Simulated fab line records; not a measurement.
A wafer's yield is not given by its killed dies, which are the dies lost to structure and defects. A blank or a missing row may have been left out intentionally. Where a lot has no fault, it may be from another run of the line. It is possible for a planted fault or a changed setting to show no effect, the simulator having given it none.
Which of the tools did it? | flow sfq_line | 42 wafers sampled from 14 lots at 1 step of a route of 325

## WHAT THE GAUGES READ, wafer by wafer
The record holds no reading of a measuring or inspecting step that can be judged against a usual standard deviation.

## TOOL THAT RAN EACH LOT (tool first, then ch and the chambers of the sampled wafers, then the start)
lot  | SFQ_TRILAYER_M4_BARC_OPEN_METAL_ETCH_123
L661 | rie_metal-03 ch 1, day 44 21:37
L663 | rie_metal-02 ch 0,1, day 45 00:02
L664 | rie_metal-02 ch 0,1, day 45 02:31
L665 | rie_metal-04 ch 0,1, day 45 15:43
L666 | rie_metal-04 ch 0,1, day 45 23:26
L667 | rie_metal-03 ch 1, day 46 03:15
L669 | rie_metal-03 ch 1, day 46 20:20
L670 | rie_metal-04 ch 0,1, day 47 02:13
L671 | rie_metal-03 ch 0,1, day 47 10:47
L679 | rie_metal-04 ch 0,1, day 55 06:04
L680 | rie_metal-04 ch 0,1, day 56 11:16
L681 | rie_metal-03 ch 0,1, day 57 01:48
L682 | rie_metal-03 ch 0,1, day 57 07:49
L683 | rie_metal-03 ch 0, day 57 15:00
- SFQ_TRILAYER_M4_BARC_OPEN_METAL_ETCH_123: etches BARC in O2, target depth 125 nm, time 41.7 s.

## WHAT THE TOOLS THEMSELVES READ (means of the sampled wafers that have a number; where no wafer has one, the mark that the record gives instead)
SFQ_TRILAYER_M4_BARC_OPEN_METAL_ETCH_123.
lot  | tool         | bias_w (W) | chamber_pressure_mTorr (mTorr) | drypump_motor_current_A (A) | oes_product_au (a.u.)
L661 | rie_metal-03 | 79.88      | 10.006                         | 5.72                        | 0.688
L663 | rie_metal-02 | 79.99      | 10.002                         | 5.74                        | 0.685
L664 | rie_metal-02 | 80.10      | 9.998                          | 6.03                        | 0.684
L665 | rie_metal-04 | 80.12      | 9.998                          | 6.04                        | 0.683
L666 | rie_metal-04 | 79.91      | 10.001                         | 5.92                        | 0.687
L667 | rie_metal-03 | 80.09      | 10.019                         | 5.73                        | 0.682
L669 | rie_metal-03 | 91.02      | 10.002                         | 5.74                        | 0.688
L670 | rie_metal-04 | 80.09      | 10.006                         | 5.90                        | 0.685
L671 | rie_metal-03 | 91.05      | 9.997                          | 5.82                        | 0.682
L679 | rie_metal-04 | 80.01      | 9.999                          | 5.90                        | 0.684
L680 | rie_metal-04 | 79.81      | 9.995                          | 6.03                        | 0.683
L681 | rie_metal-03 | 80.08      | 10.003                         | 5.85                        | 0.683
L682 | rie_metal-03 | 80.00      | 9.998                          | 5.88                        | 0.682
L683 | rie_metal-03 | 79.84      | 10.007                         | 5.92                        | 0.688

## THE ANSWER, worked out from the rows above alone
Rule: usual is defined by the lots themselves. The widest of any qualifying gaps counts: lots, ordered by their means at a reading, are off when they make up no more than a third of the lots, leave a main group of 4 or more, and stand apart from it by 3 or more times the standard deviation of that group's means. A main group is skipped when, at the precision printed for the reading in the tables above, its means are all equal. A lot without any number at a reading at which 4 lots or more have one is off too. Any other lot the step has rows for is counted as sound. First the gauges in route order, then the tools' own readings, where a lot's mean is used as printed above. At the first step where some lot is off, the reading lying furthest off is the one used; lots without a number count as furthest.
Off, at SFQ_TRILAYER_M4_BARC_OPEN_METAL_ETCH_123 on bias_w: L669, L671. The main group: mean 79.99 W, standard deviation 0.1.
If a tool, at that step or one of the process steps before it, ran each lot that is off and ran no sound lot following the first of them, it fits. Not one of the candidates tried fits.

## WHAT THE SIMULATOR HAD PUT IN
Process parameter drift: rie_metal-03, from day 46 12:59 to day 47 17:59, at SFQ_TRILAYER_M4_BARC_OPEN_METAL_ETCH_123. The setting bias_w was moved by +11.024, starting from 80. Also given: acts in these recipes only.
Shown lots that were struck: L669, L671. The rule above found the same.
